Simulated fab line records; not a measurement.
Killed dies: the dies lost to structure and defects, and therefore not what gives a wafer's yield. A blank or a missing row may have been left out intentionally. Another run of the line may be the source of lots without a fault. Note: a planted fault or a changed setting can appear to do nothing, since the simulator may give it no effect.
A single fault, viewed from 2 desks || flow gf180mcu || only its own numbers are on each desk; what lay behind them is given at the end

THE TOOL OWNER'S DESK: rtpAnneal-01
At GF_PSD_RTA_13 (time 20 s), the tool's own readings, given per lot that ran on this tool as the mean of the sampled wafers with a number. Any lot whose mean is over 4 standard deviations away from the usual mean is out of limits and marked OUT; that distance is given in the brackets.
Columns: A = lampPowerPct at GF_PSD_RTA_13, usual 34.7 %; B = wafer_temp_C_max at GF_PSD_RTA_13, usual 1028.1
{"lot": "L522", "first seen here": "day 14 14:13", "A": 36.0, "B": 1027.4}
{"lot": "L524", "first seen here": "day 15 03:49", "A": 40.1, "B": "1070.3 (+62) OUT"}
{"lot": "L525", "first seen here": "day 16 00:34", "A": 40.1, "B": "1070.2 (+62) OUT"}
{"lot": "L527", "first seen here": "day 16 14:08", "A": 40.2, "B": "1070.1 (+62) OUT"}
{"lot": "L533", "first seen here": "day 19 11:41", "A": 36.0, "B": 1027.8}
{"lot": "L535", "first seen here": "day 19 19:16", "A": 36.0, "B": 1028.7}
{"lot": "L537", "first seen here": "day 20 10:04", "A": 36.0, "B": 1028.5}
{"lot": "L539", "first seen here": "day 20 16:22", "A": 36.0, "B": 1027.8}
{"lot": "L542", "first seen here": "day 21 18:04", "A": 36.0, "B": 1028.2}
This desk's finding: out of limits on L524, L525, L527; first on L524, day 15 03:49 (wafer_temp_C_max at GF_PSD_RTA_13). In limits: L522, L533, L535, L537, L539, L542.

METROLOGY DESK
What the gauges read, lot by lot, whatever tool the lot ran on: means of the sampled wafers that have a number. Any lot whose mean is over 4 standard deviations away from the usual mean is out of limits and marked OUT; that distance is given in the brackets.
Columns: A = STI_CVD_03_THK at GF_STI_THK_MEAS_04, usual 205.8 nm; B = NSD_RS at GF_PSD_RS_MEAS_14, usual 46.14 ohm/sq; C = PSD_RS at GF_PSD_RS_MEAS_15, usual 108.62 ohm/sq
{"lot": "L522", "first seen here": "day 1 18:34", "A": 208.3, "B": 46.25, "C": 108.91}
{"lot": "L524", "first seen here": "day 2 04:34", "A": 205.8, "B": "39.99 (-69) OUT", "C": "91.05 (-61) OUT"}
{"lot": "L525", "first seen here": "day 2 10:59", "A": 204.9, "B": "40.00 (-69) OUT", "C": "90.86 (-61) OUT"}
{"lot": "L527", "first seen here": "day 2 19:42", "A": 204.8, "B": "39.89 (-70) OUT", "C": "90.86 (-61) OUT"}
{"lot": "L533", "first seen here": "day 4 01:34", "A": 204.7, "B": 46.03, "C": 108.00}
{"lot": "L535", "first seen here": "day 4 11:34", "A": 204.4, "B": 46.23, "C": 108.75}
{"lot": "L536", "first seen here": "day 4 16:34", "A": 205.9, "B": 46.05, "C": 108.25}
{"lot": "L537", "first seen here": "day 4 21:34", "A": 204.6, "B": 46.33, "C": 109.08}
{"lot": "L539", "first seen here": "day 5 07:40", "A": 207.9, "B": 46.08, "C": 108.45}
{"lot": "L540", "first seen here": "day 5 15:10", "A": 206.4, "B": 46.15, "C": 109.06}
{"lot": "L542", "first seen here": "day 5 22:41", "A": 205.8, "B": 46.19, "C": 108.57}
{"lot": "L543", "first seen here": "day 6 04:02", "A": 207.5, "B": 46.12, "C": 108.71}
This desk reports L524, L525, L527 out of limits; the earliest was L524 at day 15 03:53 (NSD_RS at GF_PSD_RS_MEAS_14). In limits: L522, L533, L535, L536, L537, L539, L540, L542, L543.

ALL TOGETHER
The tool owner's desk had the chance to raise an alarm at day 15 03:49 on L524, L525, L527.
On L524, L525, L527, the metrology desk was in a position to raise an alarm at day 15 03:53.
Every lot named ran GF_PSD_RTA_13 on rtpAnneal-01.

WHAT WAS PUT IN BY THE SIMULATOR
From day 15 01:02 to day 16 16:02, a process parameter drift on rtpAnneal-01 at GF_PSD_RTA_13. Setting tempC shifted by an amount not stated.
Struck lots among those shown: L524, L525, L527.
Time in hours from fault onset to the first out-of-limits reading at each desk: tool owner's desk 3, metrology desk 3.
